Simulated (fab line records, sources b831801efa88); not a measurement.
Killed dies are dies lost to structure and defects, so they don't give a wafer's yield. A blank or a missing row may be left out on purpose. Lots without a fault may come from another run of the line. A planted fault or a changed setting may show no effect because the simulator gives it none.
fab line records | flow sky130
record lots=5 wafers=15 last_day=49
route steps=708 shown FIELD_ISO@19 NWELL@32 DNWELL@35 PWDE@45
lots that met no fault: from a run of the same line without faults
start_h: hours from the record's first day to the start of the lot's first wafer shown | wait_h: hours since the lot's step before | " the same as in the row above | L1.1+2: a row that stands for several wafers | - no value, or no start given | * or withheld: withheld | < > ~ a bound
route shown NAME@n: a module of which the file shows steps, and the number in the route of the first | usual: mean/standard deviation of fault-free wafers | same: alike in all rows | chamber/n: place in a boat | sites: the reading at each site | _std_site: their standard deviation | _edge_site: outer sites' mean less inner sites' | radius_mm: how far each site lies from the wafer's centre | mask NAME#n: copy n | behind: the tool/chamber that last shaped the wafer | hold: why the lot was held/for how many hours/how that ended | device: the transistor (n, p or np) that didn't switch | end of line: the same wafers' tests at the end of the route | a step without rows: its recipe alone | killed: dies lost to structure and defects at the first sort, not the wafer's yield | map: a wafer's dies, x killed, . not, _ none there
set.NAME: the setting as run; set.NAME@STEP: as run at that earlier step | model.NAME: the simulator's own value behind a step, which no gauge read
lots at some steps of the route; a table a step, a row a wafer
services: from which hour (start_h, from the record's first day; less than 0 if before it) a tool's chamber was out of use, for how many hours, and why
## steps
# step SKY_FIELD_ISO_WET_ETCH_18
# recipe chemistry=H3PO4 target_depth_nm=25 temp_c=160 target=Si3N4 time_s=286
# columns lot.wafer tool chamber start_h wait_h
L079.4+5+6 wet_bench-02 1 55.35 0.0
L083.1+5+6 wet_bench-01 0 77.17 0.0
L084.2+3+5 wet_bench-02 2 81.62 0.0
L090.1+2+3 wet_bench-03 0 115.65 0.0
L091.1+4+5 wet_bench-02 0 118.72 0.0
# step SKY_FIELD_ISO_CLEAN_19
# recipe chemistry=SC1/SC2 mix=1:4:20 temp_c=70 time_s=150
# columns lot.wafer tool chamber start_h wait_h
L079.4+5+6 wet_bench-03 0 55.43 0.0
L083.1+5+6 wet_bench-03 1 77.25 0.0
L084.2+3+5 wet_bench-03 2 81.71 0.0
L090.1+2+3 wet_bench-03 1 115.73 0.0
L091.1+4+5 wet_bench-03 1 118.81 0.0
# step SKY_FIELD_ISO_CLEAN_20
# recipe chemistry=dHF time_s=20 dilution=100:1
# columns lot.wafer tool chamber start_h wait_h
L079.4+5+6 wet_bench-02 1 55.48 0.0
L083.1+5+6 wet_bench-02 2 77.30 0.0
L084.2+3+5 wet_bench-01 1 81.77 0.0
L090.1+2+3 wet_bench-03 0 115.78 0.0
L091.1+4+5 wet_bench-03 0 118.86 0.0
# step SKY_FIELD_ISO_WET_ETCH_21
# recipe chemistry=dHF dilution=100:1 target_depth_nm=20 dry=ipa_marangoni target=SiO2 temp_c=25 time_s=400
# columns lot.wafer tool chamber start_h wait_h
L079.4+5+6 wet_bench-03 2 55.50 0.0
L083.1+5+6 wet_bench-01 0 77.32 0.0
L084.2+3+5 wet_bench-02 3 81.78 0.0
L090.1+2+3 wet_bench-03 1 115.80 0.0
L091.1+4+5 wet_bench-03 2 118.88 0.0
# step SKY_FIELD_ISO_OXIDATION_22
# recipe temp_c=950 ambient=O2 stabilise_s=600 purge_s=300 target_thk_a=100 ox_time_s=623
# columns lot.wafer tool chamber start_h wait_h
L079.4+5+6 furnace-02 0 57.68 2.1
L083.1+5+6 furnace-02 0 77.82 0.4
L084.2+3+5 furnace-02 0 82.61 0.7
L090.1+2+3 furnace-01 0 117.05 1.1
L091.1+4+5 furnace-01 0 119.47 0.5
# step SKY_FIELD_ISO_THK_MEAS_23
# recipe reads=SiO2_of_FIELD_ISO_OXIDATION_22
# usual FIELD_ISO_OXIDATION_01_THK=10.07/0.17
# columns lot.wafer tool chamber start_h wait_h FIELD_ISO_OXIDATION_01_THK[nm]
L079.4 film_metro-03 - 58.88 0.0 9.80
L079.5 " - " " 9.82
L079.6 " - " " 9.79
L083.1 film_metro-01 - 79.00 0.0 9.92
L083.5 " - " " 9.90
L083.6 " - " " 10.02
L084.2 film_metro-03 - 83.79 0.0 9.91
L084.3 " - " " 9.93
L084.5 " - " " 9.69
L090.1 film_metro-01 - 118.22 0.0 9.89
L090.2 " - " " 10.07
L090.3 " - " " 9.99
L091.1 film_metro-03 - 120.64 0.0 10.11
L091.4 " - " " 10.05
L091.5 " - " " 10.07
# step SKY_FIELD_ISO_CVD_24
# recipe material=SiO2 target_thk_nm=595 temp_c=650 sigma_open_frac=0.3 time_s=99.2 sih4_flow_sccm=60 pressure_mtorr=6
# columns lot.wafer tool chamber start_h wait_h
L079.4+5+6 hdpcvd-02 0,2,1 58.95 0.1
L083.1+5+6 hdpcvd-01 0,0,2 79.06 0.1
L084.2+3+5 hdpcvd-02 1,1,2 83.84 0.0
L090.1+2+3 hdpcvd-02 0,2,1 118.28 0.1
L091.1+4+5 hdpcvd-01 1,0,1 120.70 0.1
# step SKY_FIELD_ISO_THK_MEAS_25
# recipe reads=SiO2_of_FIELD_ISO_CVD_24
# usual FIELD_ISO_CVD_24_THK=595/6.2
# columns lot.wafer tool chamber start_h wait_h FIELD_ISO_CVD_24_THK[nm]
L079.4 film_metro-04 - 59.01 0.0 602
L079.5 " - " " 599
L079.6 " - " " 602
L083.1 film_metro-03 - 79.13 0.0 593
L083.5 " - " " 602
L083.6 " - " " 592
L084.2 film_metro-04 - 83.96 0.1 591
L084.3 " - " " 592
L084.5 " - " " 596
L090.1 film_metro-04 - 118.35 0.0 588
L090.2 " - " " 583
L090.3 " - " " 584
L091.1 film_metro-03 - 120.78 0.0 582
L091.4 " - " " 593
L091.5 " - " " 589
# step SKY_FIELD_ISO_ANNEAL_26
# recipe temp_c=1000 time_s=1800 ambient=N2
# columns lot.wafer tool chamber start_h wait_h
L079.4+5+6 furnace-02 0 60.20 1.2
L083.1+5+6 furnace-01 0 79.19 0.1
L084.2+3+5 furnace-01 0 86.19 2.2
L090.1+2+3 furnace-02 0 119.09 0.7
L091.1+4+5 furnace-01 0 122.16 1.4
# step SKY_FIELD_ISO_CMP_27
# recipe stop_on=Si3N4 t_overpolish_s=16 down_force_psi=4 platen_rpm=60 target_thk_nm=457.8 pad_velocity_m_s=0.94248
# usual motor_current_A=12.8/1.1 overpolish_run_s=16.000/0.0088 time_to_endpoint_s=114/5
# columns lot.wafer tool chamber start_h wait_h motor_current_A overpolish_run_s time_to_endpoint_s
L079.4 cmp-01 0 61.70 0.0 11.3 16.000 115
L079.6 " 0 " " 11.0 15.995 119
L079.5 " 1 " " 12.6 16.008 115
L083.1 cmp-02 1 80.84 0.1 12.5 16.011 108
L083.6 " 2 " " 13.6 15.989 104
L083.5 " 3 " " 14.8 15.996 120
L084.3 cmp-01 0 87.69 0.0 11.5 15.987 114
L084.2 " 1 " " 12.6 16.002 110
L084.5 " 1 " " 12.8 16.025 112
L090.3 cmp-02 1 120.59 0.0 13.1 16.011 107
L090.1 " 2 " " 12.5 15.992 102
L090.2 " 3 " " 14.1 15.990 114
L091.1 cmp-02 3 123.71 0.1 14.2 15.993 112
L091.4 " 1 " " 13.4 15.993 107
L091.5 " 3 " " 14.1 15.996 113
# step SKY_FIELD_ISO_WET_ETCH_28
# recipe chemistry=dHF target_depth_nm=23.7 target=SiO2 dilution=10:1 temp_c=25 time_s=47
# columns lot.wafer tool chamber start_h wait_h
L079.4+5+6 wet_bench-01 0 62.00 0.2
L083.1+5+6 wet_bench-03 3 80.99 0.1
L084.2+3+5 wet_bench-02 1 87.99 0.2
L090.1+2+3 wet_bench-01 3 120.89 0.2
L091.1+4+5 wet_bench-03 3 123.96 0.2
# step SKY_FIELD_ISO_WET_ETCH_29
# recipe chemistry=H3PO4 target_depth_nm=160 target=Si3N4 temp_c=160 time_s=1825
# columns lot.wafer tool chamber start_h wait_h
L079.4+5+6 wet_bench-02 1 62.02 0.0
L083.1+5+6 wet_bench-02 3 81.01 0.0
L084.2+3+5 wet_bench-01 3 88.01 0.0
L090.1+2+3 wet_bench-03 0 120.91 0.0
L091.1+4+5 wet_bench-01 3 123.98 0.0
# step SKY_FIELD_ISO_WET_ETCH_30
# recipe chemistry=dHF target_depth_nm=25 target=SiO2 dilution=10:1 temp_c=25 time_s=50
# columns lot.wafer tool chamber start_h wait_h
L079.4+5+6 wet_bench-03 1 62.54 0.0
L083.1+5+6 wet_bench-03 1 81.57 0.0
L084.2+3+5 wet_bench-02 1 88.53 0.0
L090.1+2+3 wet_bench-02 2 121.43 0.0
L091.1+4+5 wet_bench-02 0 124.54 0.0
# step SKY_NWELL_CLEAN_00
# recipe chemistry=SC1/SC2 mix=1:4:20 temp_c=70 time_s=150 dry=n2_spin
# columns lot.wafer tool chamber start_h wait_h
L079.4+5+6 wet_bench-02 2 62.56 0.0
L083.1+5+6 wet_bench-01 1 81.60 0.0
L084.2+3+5 wet_bench-01 3 88.55 0.0
L090.1+2+3 wet_bench-01 2 121.45 0.0
L091.1+4+5 wet_bench-03 0 124.56 0.0
# step SKY_NWELL_OXIDATION_01
# recipe temp_c=900 ambient=O2 stabilise_s=600 purge_s=300 target_thk_a=100 ox_time_s=1418
# columns lot.wafer tool chamber start_h wait_h
L079.4+5+6 furnace-01 0 62.61 0.0
L083.1+5+6 furnace-01 0 82.20 0.6
L084.2+3+5 furnace-01 0 90.61 2.0
L090.1+2+3 furnace-02 0 123.35 1.8
L091.1+4+5 furnace-02 0 125.92 1.3
# step SKY_NWELL_THK_MEAS_02
# recipe reads=SiO2_of_NWELL_OXIDATION_01
# usual NWELL_OXIDATION_THK=10.05/0.14
# columns lot.wafer tool chamber start_h wait_h NWELL_OXIDATION_THK[nm]
L079.4 film_metro-02 - 64.03 0.0 10.33
L079.5 " - " " 10.19
L079.6 " - " " 10.04
L083.1 film_metro-04 - 83.59 0.0 10.14
L083.5 " - " " 10.09
L083.6 " - " " 10.21
L084.2 film_metro-04 - 92.02 0.0 10.04
L084.3 " - " " 10.03
L084.5 " - " " 9.93
L090.1 film_metro-02 - 124.74 0.0 9.94
L090.2 " - " " 10.14
L090.3 " - " " 10.01
L091.1 film_metro-04 - 127.31 0.0 9.99
L091.4 " - " " 10.07
L091.5 " - " " 9.85
# step SKY_DNWELL_DEHYDRATE_00
# recipe temp_c=200 time_s=60
# columns lot.wafer tool chamber start_h wait_h
L079.4+5+6 litho_track-04 0 72.15 8.1
L083.1+5+6 litho_track-03 0 91.47 7.9
L084.2+3+5 litho_track-03 0 99.79 7.8
L090.1+2+3 litho_track-01 0 133.27 8.5
L091.1+4+5 litho_track-01 0 135.47 8.2
# step SKY_DNWELL_HMDS_01
# recipe prime_time_s=60 prime_temp_c=120
# same prime_time_s=60
# columns lot.wafer tool chamber start_h wait_h
L079.4+5+6 litho_track-04 0 72.30 0.1
L083.1+5+6 litho_track-03 0 91.62 0.1
L084.2+3+5 litho_track-03 0 99.94 0.1
L090.1+2+3 litho_track-01 0 133.42 0.1
L091.1+4+5 litho_track-01 0 135.62 0.1
# step SKY_DNWELL_COAT_02
# recipe spin_rpm=2000 resist_thk_nm=3000
# columns lot.wafer tool chamber start_h wait_h
L079.4+5+6 litho_track-04 0 72.45 0.1
L083.1+5+6 litho_track-03 0 91.77 0.1
L084.2+3+5 litho_track-03 0 100.09 0.1
L090.1+2+3 litho_track-01 0 133.57 0.1
L091.1+4+5 litho_track-01 0 135.77 0.1
# step SKY_DNWELL_SOFTBAKE_03
# recipe temp_c=110 time_s=withheld
# columns lot.wafer tool chamber start_h wait_h
L079.4+5+6 litho_track-04 0 72.63 0.1
L083.1+5+6 litho_track-03 0 91.92 0.1
L084.2+3+5 litho_track-03 0 100.25 0.1
L090.1+2+3 litho_track-01 0 133.72 0.1
L091.1+4+5 litho_track-01 0 135.92 0.1
# step SKY_DNWELL_EXPOSE_04
# recipe mask_id=DNM na=0.57 target_cd_nm=3000 dose_mj=222
# columns lot.wafer tool chamber start_h wait_h mask
L079.4+5+6 iline_stepper-02 0 - - DNM#0
L083.1+5+6 iline_stepper-01 0 - - DNM#0
L084.2+3+5 iline_stepper-01 0 - - DNM#0
L090.1+2+3 iline_stepper-01 0 - - DNM#0
L091.1+4+5 iline_stepper-01 0 - - DNM#0
# step SKY_DNWELL_PEB_05
# recipe temp_c=115 time_s=withheld
# columns lot.wafer tool chamber start_h wait_h
L079.4+5+6 litho_track-04 0 - -
L083.1+5+6 litho_track-01 0 - -
L084.2+3+5 litho_track-03 0 - -
L090.1+2+3 litho_track-04 0 - -
L091.1+4+5 litho_track-04 0 - -
# step SKY_DNWELL_DEVELOP_06
# recipe wall_angle_deg=90 developer=TMAH develop_time_s=60 dev_temp_c=23
# same develop_time_s=60
# columns lot.wafer tool chamber start_h wait_h
L079.4+5+6 litho_track-04 0 - -
L083.1+5+6 litho_track-01 0 - -
L084.2+3+5 litho_track-03 0 - -
L090.1+2+3 litho_track-04 0 - -
L091.1+4+5 litho_track-04 0 - -
# step SKY_DNWELL_IMPLANT_07
# recipe species=P energy_kev=withheld dose_cm2=withheld tilt_deg=withheld
# columns lot.wafer tool chamber start_h wait_h
L079.4+5+6 implanter-02 0 80.95 -
L083.1+5+6 implanter-01 0 100.52 -
L084.2+3+5 implanter-04 0 109.69 -
L090.1+2+3 implanter-01 0 143.23 -
L091.1+4+5 implanter-01 0 145.33 -
# step SKY_DNWELL_STRIP_08
# recipe chemistry=O2/N2 power_w=1400 pressure_mtorr=1500 platen_temp_c=withheld o2_flow_sccm=3000 n2_flow_sccm=300 overash_fraction=0.5
# usual drypump_motor_current_A=5.5/0.42 oes_product_au=0.722/0.0049 strip_time_to_endpoint_s=36.89/0.1
# columns lot.wafer tool chamber start_h wait_h drypump_motor_current_A oes_product_au rf_hours_counter_h strip_time_to_endpoint_s
L079.4 plasma_asher-04 1 81.06 0.1 5.7 0.725 - 36.86
L079.5 " 0 " " 5.6 0.722 - 37.07
L079.6 " 1 " " 5.7 0.721 - 36.92
L083.1 plasma_asher-03 1 100.67 0.1 5.0 0.722 42 36.91
L083.5 " 0 " " 4.8 0.723 - 36.91
L083.6 " 1 " " 5.0 0.724 - 36.88
L084.2 plasma_asher-02 0 109.82 0.1 6.1 0.715 44 36.87
L084.3 " 1 " " 5.5 0.731 - 36.81
L084.5 " 0 " " 6.1 0.713 - 36.92
L090.1 plasma_asher-02 1 143.38 0.1 5.5 0.715 47 36.83
L090.2 " 0 " " 6.1 0.717 47 36.96
L090.3 " 1 " " 5.5 0.716 - 36.82
L091.1 plasma_asher-02 1 145.48 0.1 5.5 0.720 47 36.71
L091.4 " 1 " " 5.5 0.728 - 36.68
L091.5 " 1 " " 5.5 0.721 - 36.73
# step SKY_DNWELL_TW_MEAS_09
# usual DNWELL_TW=1114/8.3
# columns lot.wafer tool chamber start_h wait_h DNWELL_TW
L079.4 film_metro-04 - 81.16 0.1 1123
L079.5 " - " " 1129
L079.6 " - " " 1126
L083.1 film_metro-04 - 100.77 0.1 1113
L083.5 " - " " 1117
L083.6 " - " " 1111
L084.2 film_metro-04 - 109.93 0.1 1116
L084.3 " - " " 1120
L084.5 " - " " 1116
L090.1 film_metro-01 - 143.48 0.1 1106
L090.2 " - " " 1102
L090.3 " - " " 1104
L091.1 film_metro-02 - 145.58 0.1 1109
L091.4 " - " " 1104
L091.5 " - " " 1112
# step SKY_PWDE_DEHYDRATE_00
# recipe temp_c=200 time_s=60
# columns lot.wafer tool chamber start_h wait_h
L079.4+5+6 litho_track-03 0 89.59 8.4
L083.1+5+6 litho_track-02 0 109.36 8.6
L084.2+3+5 litho_track-02 0 118.03 8.1
L090.1+2+3 litho_track-03 0 153.42 9.9
L091.1+4+5 litho_track-02 0 155.51 9.9
# step SKY_PWDE_HMDS_01
# recipe prime_time_s=60 prime_temp_c=120
# same prime_time_s=60
# columns lot.wafer tool chamber start_h wait_h
L079.4+5+6 litho_track-03 0 89.74 0.1
L083.1+5+6 litho_track-02 0 109.51 0.1
L084.2+3+5 litho_track-02 0 118.18 0.1
L090.1+2+3 litho_track-03 0 153.57 0.1
L091.1+4+5 litho_track-02 0 155.66 0.1
# step SKY_PWDE_COAT_02
# recipe spin_rpm=2000 resist_thk_nm=3000
# columns lot.wafer tool chamber start_h wait_h
L079.4+5+6 litho_track-03 0 89.89 0.1
L083.1+5+6 litho_track-02 0 109.66 0.1
L084.2+3+5 litho_track-02 0 118.33 0.1
L090.1+2+3 litho_track-03 0 153.72 0.1
L091.1+4+5 litho_track-02 0 155.81 0.1
# step SKY_PWDE_SOFTBAKE_03
# recipe temp_c=110 time_s=withheld
# columns lot.wafer tool chamber start_h wait_h
L079.4+5+6 litho_track-03 0 90.07 0.1
L083.1+5+6 litho_track-02 0 109.81 0.1
L084.2+3+5 litho_track-02 0 118.49 0.1
L090.1+2+3 litho_track-03 0 153.87 0.1
L091.1+4+5 litho_track-02 0 155.96 0.1
# step SKY_PWDE_EXPOSE_04
# recipe mask_id=PWDEM na=0.6 source_shape=conventional sigma_outer=0.6 polarization=unpolarized target_cd_nm=840 dose_mj=214
# columns lot.wafer tool chamber start_h wait_h mask
L079.4+5+6 iline_stepper-02 0 - - PWDEM#0
L083.1+5+6 iline_stepper-01 0 - - PWDEM#0
L084.2+3+5 iline_stepper-02 0 - - PWDEM#0
L090.1+2+3 iline_stepper-02 0 - - PWDEM#0
L091.1+4+5 iline_stepper-02 0 - - PWDEM#0
# step SKY_PWDE_PEB_05
# recipe temp_c=115 time_s=withheld
# columns lot.wafer tool chamber start_h wait_h
L079.4+5+6 litho_track-01 0 - -
L083.1+5+6 litho_track-01 0 - -
L084.2+3+5 litho_track-01 0 - -
L090.1+2+3 litho_track-02 0 - -
L091.1+4+5 litho_track-01 0 - -
# step SKY_PWDE_DEVELOP_06
# recipe wall_angle_deg=90 developer=TMAH develop_time_s=60 dev_temp_c=23
# same develop_time_s=60
# columns lot.wafer tool chamber start_h wait_h
L079.4+5+6 litho_track-01 0 - -
L083.1+5+6 litho_track-01 0 - -
L084.2+3+5 litho_track-01 0 - -
L090.1+2+3 litho_track-02 0 - -
L091.1+4+5 litho_track-01 0 - -
# step SKY_PWDE_OVL_MEAS_07
# usual PWDE_OVL=-0.4/1.4
# columns lot.wafer tool chamber start_h wait_h PWDE_OVL[nm]
L079.4 overlay-01 - 97.79 - -1.3
L079.5 " - " " -1.6
L079.6 " - " " 0.6
L083.1 overlay-02 - 118.77 - -0.1
L083.5 " - " " 0.3
L083.6 " - " " 0.9
L084.2 overlay-01 - 127.53 - 0.4
L084.3 " - " " 1.4
L084.5 " - " " 0.1
L090.1 overlay-01 - 163.66 - -0.6
L090.2 " - " " -2.7
L090.3 " - " " 0.5
L091.1 overlay-01 - 165.37 - -0.2
L091.4 " - " " 1.0
L091.5 " - " " 0.1
# step SKY_PWDE_IMPLANT_08
# recipe species=B energy_kev=148.9 dose_cm2=3.6e+12 tilt_deg=withheld
# columns lot.wafer tool chamber start_h wait_h
L079.4+5+6 implanter-04 0 97.88 0.1
L083.1+5+6 implanter-04 0 118.81 0.0
L084.2+3+5 implanter-01 0 127.58 0.0
L090.1+2+3 implanter-04 0 163.69 0.0
L091.1+4+5 implanter-04 0 165.41 0.0
# step SKY_PWDE_STRIP_09
# recipe chemistry=O2/N2 power_w=1400 pressure_mtorr=1500 platen_temp_c=withheld o2_flow_sccm=3000 n2_flow_sccm=300 overash_fraction=0.5
# usual drypump_motor_current_A=5.80/0.21 oes_product_au=0.722/0.0042 strip_time_to_endpoint_s=36.87/0.088
# columns lot.wafer tool chamber start_h wait_h drypump_motor_current_A oes_product_au rf_hours_counter_h strip_time_to_endpoint_s
L079.4 plasma_asher-02 0 97.99 0.1 6.07 0.722 - 37.02
L079.5 " 0 " " 6.07 0.716 - 37.05
L079.6 " 1 " " 5.47 0.719 - 36.99
L083.1 plasma_asher-01 1 118.96 0.1 5.75 0.720 29 36.87
L083.5 " 1 " " 5.75 0.726 - 36.83
L083.6 " 0 " " 6.01 0.716 - 36.84
L084.2 plasma_asher-04 0 127.71 0.1 5.63 0.724 45 36.91
L084.3 " 1 " " 5.73 0.716 - 36.84
L084.5 " 0 " " 5.63 0.715 - 36.99
L090.1 plasma_asher-01 0 163.84 0.1 6.00 0.723 34 36.86
L090.2 " 1 " " 5.71 0.718 34 36.83
L090.3 " 0 " " 5.99 0.713 - 36.74
L091.1 plasma_asher-04 1 165.56 0.1 5.66 0.727 48 36.95
L091.4 " 0 " " 5.62 0.718 - 36.97
L091.5 " 1 " " 5.68 0.727 - 36.87
# step SKY_PWDE_TW_MEAS_10
# usual PWDE_TW=372.8/2.6
# columns lot.wafer tool chamber start_h wait_h PWDE_TW
L079.4 film_metro-01 - 98.09 0.1 373.1
L079.5 " - " " 372.0
L079.6 " - " " 370.2
L083.1 film_metro-04 - 119.06 0.1 372.3
L083.5 " - " " 375.2
L083.6 " - " " 372.9
L084.2 film_metro-04 - 127.82 0.1 374.4
L084.3 " - " " 374.8
L084.5 " - " " 375.0
L090.1 film_metro-04 - 163.94 0.1 376.1
L090.2 " - " " 373.4
L090.3 " - " " 372.2
L091.1 film_metro-04 - 165.66 0.1 373.5
L091.4 " - " " 373.9
L091.5 " - " " 375.5
# step SKY_NWELL_DEHYDRATE_03
# recipe temp_c=200 time_s=60
# columns lot.wafer tool chamber start_h wait_h
L079.4+5+6 litho_track-03 0 106.54 8.4
L083.1+5+6 litho_track-04 0 127.73 8.7
L084.2+3+5 litho_track-02 0 136.03 8.2
L090.1+2+3 litho_track-04 0 172.98 9.0
L091.1+4+5 litho_track-04 0 174.58 8.9
# step SKY_NWELL_HMDS_04
# recipe prime_time_s=60 prime_temp_c=120
# same prime_time_s=60
# columns lot.wafer tool chamber start_h wait_h
L079.4+5+6 litho_track-03 0 106.69 0.1
L083.1+5+6 litho_track-04 0 127.88 0.1
L084.2+3+5 litho_track-02 0 136.18 0.1
L090.1+2+3 litho_track-04 0 173.13 0.1
L091.1+4+5 litho_track-04 0 174.73 0.1
# step SKY_NWELL_COAT_05
# recipe spin_rpm=2000 resist_thk_nm=3000
# columns lot.wafer tool chamber start_h wait_h
L079.4+5+6 litho_track-03 0 106.84 0.1
L083.1+5+6 litho_track-04 0 128.03 0.1
L084.2+3+5 litho_track-02 0 136.33 0.1
L090.1+2+3 litho_track-04 0 173.28 0.1
L091.1+4+5 litho_track-04 0 174.88 0.1
# step SKY_NWELL_SOFTBAKE_06
# recipe temp_c=110 time_s=withheld
# columns lot.wafer tool chamber start_h wait_h
L079.4+5+6 litho_track-03 0 107.02 0.1
L083.1+5+6 litho_track-04 0 128.18 0.1
L084.2+3+5 litho_track-02 0 136.49 0.1
L090.1+2+3 litho_track-04 0 173.43 0.1
L091.1+4+5 litho_track-04 0 175.03 0.1
# step SKY_NWELL_EXPOSE_07
# recipe mask_id=NWM na=0.6 source_shape=conventional sigma_outer=0.6 polarization=unpolarized target_cd_nm=840 dose_mj=255
# columns lot.wafer tool chamber start_h wait_h mask
L079.4+5+6 iline_stepper-02 0 - - NWM#0
L083.1+5+6 iline_stepper-01 0 - - NWM#0
L084.2+3+5 iline_stepper-02 0 - - NWM#0
L090.1+2+3 iline_stepper-01 0 - - NWM#0
L091.1+4+5 iline_stepper-02 0 - - NWM#0
# step SKY_NWELL_PEB_08
# recipe temp_c=115 time_s=withheld
# columns lot.wafer tool chamber start_h wait_h
L079.4+5+6 litho_track-02 0 - -
L083.1+5+6 litho_track-03 0 - -
L084.2+3+5 litho_track-04 0 - -
L090.1+2+3 litho_track-02 0 - -
L091.1+4+5 litho_track-02 0 - -
## services
# columns tool chamber start_h hours kind
hdpcvd-02 - 47.01 1.1 repair
furnace-02 - 62.87 1.8 pm
cmp-01 - 64.00 4.0 pm
hdpcvd-02 - 66.75 15.0 pm
hdpcvd-02 0 72.53 14.0 repair
cmp-02 - 81.41 2.2 repair
furnace-02 - 83.78 4.2 pm
implanter-01 - 86.69 5.3 pm
iline_stepper-01 - 93.21 7.2 repair
iline_stepper-01 - 112.91 1.7 pm
implanter-01 - 119.02 4.5 repair
furnace-01 - 123.66 3.7 pm
wet_bench-02 - 128.37 1.9 pm
iline_stepper-02 - 131.30 4.3 pm
cmp-02 - 134.80 3.5 pm
plasma_asher-02 - 151.88 0.8 repair
furnace-01 - 154.88 20.1 pm
implanter-04 - 158.55 1.1 repair
furnace-02 - 159.38 8.3 repair
implanter-04 - 159.67 3.5 pm
cmp-02 - 164.35 1.1 repair
plasma_asher-02 - 167.08 0.9 repair
cmp-02 - 169.66 14.0 pm
furnace-02 - 176.07 5.2 pm
## key
fault none
